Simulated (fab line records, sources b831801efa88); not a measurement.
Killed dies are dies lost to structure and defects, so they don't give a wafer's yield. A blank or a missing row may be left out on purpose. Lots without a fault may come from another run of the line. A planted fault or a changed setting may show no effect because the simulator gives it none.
A struck lot beside a sound one | flow sky130 | 16 steps out of a route of 708
Sound: wafers L448.2, L448.3, L448.6. Struck: wafers L455.1, L455.2, L455.4. The cause comes at the end.
At each step with rows: each side's tool, then ch and its chambers, then its first start. Under that, the readings that differ: sound wafers | struck wafers | difference of the means | sigmas: that difference in standard deviations of wafers without a fault.
alike: readings whose means differ by less than 2 such deviations, and words and numbers that are the same on both sides. not compared: withheld readings, readings that some wafer has no value for, bounds like >300 that may hide the same value, and numbers for which the record gives no deviation and whose values overlap.
The two part at a step that has a row with sigmas, a row that says differs or no value, or rows on one side only. Numbers that don't overlap but have no deviation are shown without sigmas and don't part them. A reading that every wafer of one side lacks parts them only if that side has two wafers or more.

first, 5 steps without rows for these wafers: SKY_FIELD_ISO_WET_ETCH_28 (etches SiO2 in dHF, target depth 23.7 nm, time 47 s); SKY_FIELD_ISO_WET_ETCH_29 (etches Si3N4 in H3PO4, target depth 160 nm, time 1825 s); SKY_FIELD_ISO_WET_ETCH_30 (etches SiO2 in dHF, target depth 25 nm, time 48.24 s); SKY_NWELL_CLEAN_00 (cleans in SC1/SC2, time 150 s); SKY_NWELL_OXIDATION_01 (stabilise 600 s, purge 300 s, target thk 10 nm).
SKY_NWELL_THK_MEAS_02:
  sound on film_metro-03, day 4 16:32; struck on film_metro-02, day 6 09:19
  alike: NWELL_OXIDATION_THK
then, 6 steps without rows for these wafers: SKY_DNWELL_DEHYDRATE_00 (time 60 s); SKY_DNWELL_HMDS_01 (prime time 60 s); SKY_DNWELL_COAT_02 (resist thk 3000 nm); SKY_DNWELL_SOFTBAKE_03; SKY_DNWELL_EXPOSE_04 (exposes mask DNM, target cd 3000 nm); SKY_DNWELL_PEB_05.
SKY_DNWELL_DEVELOP_06: develop time 60 s.
  sound on litho_track-03 ch 0, day 5 10:00; struck on litho_track-03, day 7 03:00
  no value came back on the struck wafers for chill_plate_temp_C (C), develop_time_s (s), resist_line_temp_C (C); on the sound wafers chill_plate_temp_C (C) reads 23.22 23.12 23.02
then, 1 step without rows for these wafers: SKY_DNWELL_IMPLANT_07.
SKY_DNWELL_STRIP_08: strips in O2/N2.
  sound on plasma_asher-01 ch 0,1, day 5 10:33; struck on plasma_asher-01 ch 0,1, day 7 03:18
  reading               | sound             | struck            | difference | sigmas
  oes_product_au (a.u.) | 0.727 0.715 0.715 | 0.722 0.739 0.727 | +0.010     | +2
  alike: drypump_motor_current_A, strip_time_to_endpoint_s
  not compared: rf_hours_counter_h
SKY_DNWELL_TW_MEAS_09:
  sound on film_metro-03, day 5 10:40; struck on film_metro-02, day 7 03:38
  reading   | sound          | struck   | difference | sigmas
  DNWELL_TW | 1122 1131 1125 | 30 30 30 | -1096      | -99 or more
  not compared: hold

WHERE THEY PART
First at SKY_DNWELL_DEVELOP_06; last, within this record, at SKY_DNWELL_TW_MEAS_09.

WHY: what the simulator had put in
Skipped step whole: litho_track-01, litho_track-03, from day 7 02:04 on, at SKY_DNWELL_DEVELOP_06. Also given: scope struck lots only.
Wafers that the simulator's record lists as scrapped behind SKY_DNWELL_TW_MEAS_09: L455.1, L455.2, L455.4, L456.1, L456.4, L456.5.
